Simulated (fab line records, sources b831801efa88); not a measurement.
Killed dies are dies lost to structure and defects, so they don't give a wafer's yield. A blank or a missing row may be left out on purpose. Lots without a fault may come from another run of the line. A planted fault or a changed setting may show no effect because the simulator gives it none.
Which tool did it? | flow gf180mcu | 12 lots, 32 wafers sampled, at 6 steps of a route of 602

WHAT THE GAUGES READ, wafer by wafer
GF_M4_RS_MEAS_05: measures by four-point-probe.
lot  | measured     | on            | M4_ALCU_RS (ohm/sq)
L394 | day 22 12:56 | film_metro-01 | 0.0682 0.0694 0.0695
L395 | day 22 21:59 | film_metro-01 | 0.0712 0.0703 0.0703
L396 | day 23 08:42 | film_metro-03 | 0.0701 0.0707 0.0707
L397 | day 23 12:22 | film_metro-02 | 0.0692 0.0701
L398 | day 23 23:40 | film_metro-02 | 0.0690 0.0688 0.0687
L400 | day 25 09:11 | film_metro-01 | 0.0708 0.0706 0.0691
L402 | day 25 21:34 | film_metro-02 | 0.0699 0.0690 0.0698
L404 | day 27 02:38 | film_metro-03 | 0.0678 0.0681
L407 | day 27 16:57 | film_metro-02 | 0.0699 0.0695
L409 | day 27 19:47 | film_metro-03 | 0.0701 0.0701
L408 | day 27 21:05 | film_metro-02 | 0.0696 0.0709 0.0691
L410 | day 28 04:05 | film_metro-02 | 0.0705 0.0722 0.0708

GF_V4_THK_MEAS_03.
lot  | measured     | on            | V4_CVD_02_THK (nm)
L394 | day 23 13:08 | film_metro-04 | 837 846 843
L395 | day 23 21:19 | film_metro-01 | 868 849 846
L396 | day 24 07:55 | film_metro-01 | 835 831 847
L397 | day 24 10:37 | film_metro-03 | 843 850
L398 | day 24 22:08 | film_metro-03 | 859 852 874
L400 | day 26 06:35 | film_metro-04 | 834 838 844
L402 | day 26 19:14 | film_metro-03 | 847 844 862
L404 | day 27 23:25 | film_metro-03 | 1459 847 1460 846
L407 | day 28 13:20 | film_metro-04 | 846 1473 846 1474
L409 | day 28 16:41 | film_metro-04 | 840 1442 840 1443
L408 | day 28 17:35 | film_metro-04 | 827 862 848
L410 | day 29 00:21 | film_metro-01 | 847 853 853

GF_V4_BOW_MEAS_05.
lot  | measured     | on            | V4_BOW (um)
L394 | day 23 13:30 | film_metro-03 | 147 132 142
L395 | day 23 21:41 | film_metro-01 | 134 139 126
L396 | day 24 08:16 | film_metro-03 | 113 99 104
L397 | day 24 11:02 | film_metro-04 | 147 144
L398 | day 24 22:31 | film_metro-01 | 125 140 146
L400 | day 26 06:56 | film_metro-01 | 133 149 140
L402 | day 26 19:35 | film_metro-03 | 124 132 124
L404 | day 28 00:59 | film_metro-01 | 131 136
L407 | day 28 15:52 | film_metro-04 | 129 130
L409 | day 28 19:36 | film_metro-04 | 132 123
L408 | day 28 17:58 | film_metro-01 | 135 143 142
L410 | day 29 00:44 | film_metro-01 | 111 106 112

GF_V4_OVL_MEAS_15.
lot  | measured     | on         | V4_OVL (nm)
L394 | day 24 11:30 | overlay-02 | -1 1 -1
L395 | day 24 19:45 | overlay-02 | 6 1 9
L396 | day 25 06:50 | overlay-02 | -5 -7 -2
L397 | day 25 09:22 | overlay-01 | 4 4
L398 | day 25 20:09 | overlay-02 | -4 -10 -9
L400 | day 27 04:11 | overlay-02 | -4 -2 0
L402 | day 27 16:20 | overlay-02 | 1 3 5
L404 | day 28 19:34 | overlay-02 | -2 6
L407 | day 29 09:00 | overlay-01 | -3 -4
L409 | day 29 11:38 | overlay-02 | 2 1
L408 | day 29 13:02 | overlay-02 | -6 -3 -1
L410 | day 29 20:11 | overlay-02 | -6 -6 -7

WHICH TOOL RAN EACH LOT (tool, then ch and the chambers of the sampled wafers, then the start)
lot  | GF_V4_CVD_02                    | GF_V4_CMP_04
L394 | pecvd-04 ch 0,2, day 23 13:04   | cmp-01 ch 0,1,3, day 23 13:12
L395 | pecvd-03 ch 0,1,2, day 23 21:14 | cmp-01 ch 0,2, day 23 21:25
L396 | pecvd-01 ch 0,1, day 24 07:50   | cmp-01 ch 2,3, day 24 07:58
L397 | pecvd-04 ch 0,2, day 24 10:33   | cmp-02 ch 0,1, day 24 10:51
L398 | pecvd-04 ch 0,1, day 24 22:04   | cmp-02 ch 0,2,3, day 24 22:11
L400 | pecvd-04 ch 0,2, day 26 06:31   | cmp-02 ch 0,2,3, day 26 06:38
L402 | pecvd-01 ch 0,2, day 26 19:10   | cmp-02 ch 0,1,3, day 26 19:20
L404 | pecvd-04 ch 1,2, day 27 23:21   | cmp-01 ch 2,3, day 28 00:40
L407 | pecvd-04 ch 0,1, day 28 13:16   | cmp-02 ch 0,3, day 28 15:22
L409 | pecvd-04 ch 0,1, day 28 16:37   | cmp-02 ch 2,3, day 28 19:21
L408 | pecvd-01 ch 0,2, day 28 17:28   | cmp-02 ch 0,1,2, day 28 17:38
L410 | pecvd-03 ch 0,1, day 29 00:16   | cmp-01 ch 0,3, day 29 00:23
- GF_V4_CVD_02: deposits SiO2 from TEOS, target thk 850 nm, time 94.851 s.
- GF_V4_CMP_04: polishes SiO2.

WHAT THE TOOLS THEMSELVES READ (means of the sampled wafers that have a number; where no wafer has one, the mark that the record gives instead)
GF_V4_CVD_02.
lot  | tool     | heater_power_w (W)
L394 | pecvd-04 | 651
L395 | pecvd-03 | 809
L396 | pecvd-01 | 644
L397 | pecvd-04 | 729
L398 | pecvd-04 | 605
L400 | pecvd-04 | 692
L402 | pecvd-01 | 742
L404 | pecvd-04 | 736
L407 | pecvd-04 | 616
L409 | pecvd-04 | 653
L408 | pecvd-01 | 715
L410 | pecvd-03 | 738

GF_V4_CMP_04.
lot  | tool   | motor_current_A (A) | platen_rpm (rpm) | retaining_ring_pressure_frac | time_to_endpoint_s (s)
L394 | cmp-01 | 12.7                | 60.00            | 0.997                        | 77
L395 | cmp-01 | 12.4                | 59.98            | 0.998                        | 82
L396 | cmp-01 | 11.9                | 59.97            | 1.003                        | 81
L397 | cmp-02 | 13.1                | 60.01            | 0.999                        | 81
L398 | cmp-02 | 13.7                | 60.01            | 1.002                        | 84
L400 | cmp-02 | 13.3                | 60.01            | 0.999                        | 77
L402 | cmp-02 | 14.2                | 60.02            | 1.000                        | 79
L404 | cmp-01 | 12.6                | 60.02            | 0.994                        | 204
L407 | cmp-02 | 14.1                | 59.97            | 1.005                        | 201
L409 | cmp-02 | 13.6                | 60.00            | 1.003                        | 182
L408 | cmp-02 | 13.2                | 60.01            | 1.002                        | 79
L410 | cmp-01 | 11.3                | 60.01            | 0.999                        | 85

THE ANSWER, worked out from the rows above alone
Rule: what is usual is taken from the lots themselves. Put in order of their means at a reading, lots are off if they are a third of the lots or fewer, leave a main group of 4 or more, and stand apart from it by a gap of 3 or more times the standard deviation of the main group's means; of several such gaps the widest counts. A main group whose means are all the same, to the digits that the tables above print for the reading, isn't used. A lot without any number at a reading at which 4 lots or more have one is off too. The other lots that the step has rows for count as sound. The gauges are gone through in route order, then the tools' own readings, and for those a lot's mean is taken as printed above. The first step at which some lot is off is used, and at that step the reading that is off furthest; a lot without a number counts as furthest.
Off: L404, L407, L409, at GF_V4_THK_MEAS_03 (V4_CVD_02_THK). The main group: mean 848 nm, standard deviation 7.3.
A tool fits if, at a process step before that reading, it ran every lot that is off, and no sound lot after the first of them. The gauges at GF_V4_THK_MEAS_03 aren't tried: what is off there is off at GF_V4_CMP_04 too, on other tools, and a gauge's error can't cause that. One fits: pecvd-04 at GF_V4_CVD_02. Its last sound lot is L400 (day 26 06:31), its first lot that is off L404 (day 27 23:21): a fault that began between those two fits.

WHAT THE SIMULATOR HAD PUT IN
Process parameter drift: pecvd-04, from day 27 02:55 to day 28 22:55, at GF_V4_CVD_02. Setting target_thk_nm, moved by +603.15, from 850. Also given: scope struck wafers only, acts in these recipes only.
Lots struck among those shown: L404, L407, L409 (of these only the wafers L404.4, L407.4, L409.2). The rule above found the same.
